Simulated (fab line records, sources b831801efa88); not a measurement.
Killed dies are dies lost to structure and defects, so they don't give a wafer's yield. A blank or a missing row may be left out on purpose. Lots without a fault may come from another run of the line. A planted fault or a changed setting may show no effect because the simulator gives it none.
A struck lot beside a sound one | flow gf180mcu | 17 steps out of a route of 602
Sound: wafers L217.2, L217.3, L217.5. Struck: wafers L219.1, L219.2, L219.3. The cause comes at the end.
At each step with rows: each side's tool, then ch and its chambers, then its first start. Under that, the readings that differ: sound wafers | struck wafers | difference of the means | sigmas: that difference in standard deviations of wafers without a fault.
alike: readings whose means differ by less than 2 such deviations, and words and numbers that are the same on both sides. not compared: withheld readings, readings that some wafer has no value for, bounds like >300 that may hide the same value, and numbers for which the record gives no deviation and whose values overlap.
The two part at a step that has a row with sigmas, a row that says differs or no value, or rows on one side only. Numbers that don't overlap but have no deviation are shown without sigmas and don't part them. A reading that every wafer of one side lacks parts them only if that side has two wafers or more.

first, 6 steps without rows for these wafers: GF_M4_HMDS_08 (prime time 60 s); GF_M4_COAT_09 (resist thk 1000 nm); GF_M4_SOFTBAKE_10 (time 60 s); GF_M4_EXPOSE_11 (exposes mask Metal4, target cd 280 nm); GF_M4_PEB_12 (peb time 90 s); GF_M4_DEVELOP_13 (develop time 60 s).
GF_M4_CD_MEAS_14: target cd 280 nm.
  sound on cd_sem-02, day 26 22:42; struck on cd_sem-02, day 27 15:35
  alike: cd_nm
GF_M4_OVL_MEAS_15:
  sound on overlay-02, day 26 22:49; struck on overlay-02, day 27 15:42
  alike: M4_OVL
GF_M4_METAL_ETCH_16: etches the open film in Cl2/BCl3, stops on SiO2, target depth 627.5 nm, time 104.6 s.
  sound on rie_metal-02 ch 0,1, day 26 22:50; struck on rie_metal-04 ch 0,1, day 27 15:44
  alike: chamber_pressure_mTorr, drypump_motor_current_A, oes_product_au, throttle_valve_pct
  not compared: rf_hours_counter_h
GF_M4_STRIP_17: strips in O2/N2.
  sound on plasma_asher-01 ch 0, day 26 22:57; struck on plasma_asher-03 ch 0,1, day 27 15:51
  alike: chamber_pressure_mTorr, drypump_motor_current_A, heater_power_w, o2_flow_sccm, oes_product_au, strip_time_to_endpoint_s
  not compared: rf_hours_counter_h
then, 2 steps without rows for these wafers: GF_M4_STRIP_18 (strips in post etch residue remover, time 1200 s); GF_M4_CLEAN_19 (cleans in DIW).
GF_V4_CVD_00: deposits SiO2, target thk 600 nm, time 100 s.
  sound on hdpcvd-02 ch 0,1,2, day 26 23:29; struck on hdpcvd-02 ch 0,1,2, day 27 16:24
  no value came back on the struck wafers for pressure_mtorr (mTorr), run_length_s (s); on the sound wafers pressure_mtorr (mTorr) reads 6.011 6.010 6.004
GF_V4_CVD_02: deposits SiO2 from TEOS, target thk 850 nm, time 94.851 s.
  sound on pecvd-02 ch 1,2, day 26 23:38; struck on pecvd-02 ch 0,1,2, day 27 16:32
  alike: heater_power_outer_w, heater_power_w
GF_V4_CMP_04: polishes SiO2.
  sound on cmp-01 ch 1,2, day 26 23:46; struck on cmp-01 ch 1,2,3, day 27 16:50
  alike: edge_zone_pressure_frac, motor_current_A
GF_V4_BOW_MEAS_05:
  sound on film_metro-03, day 27 00:05; struck on film_metro-02, day 27 17:08
  reading     | sound       | struck    | difference | sigmas
  V4_BOW (um) | 143 134 139 | 105 99 99 | -38        | -4
then, 1 step without rows for these wafers: GF_V4_DEHYDRATE_06 (time 60 s).

WHERE THEY PART
First at GF_V4_CVD_00; last, within this record, at GF_V4_BOW_MEAS_05.

WHY: what the simulator had put in
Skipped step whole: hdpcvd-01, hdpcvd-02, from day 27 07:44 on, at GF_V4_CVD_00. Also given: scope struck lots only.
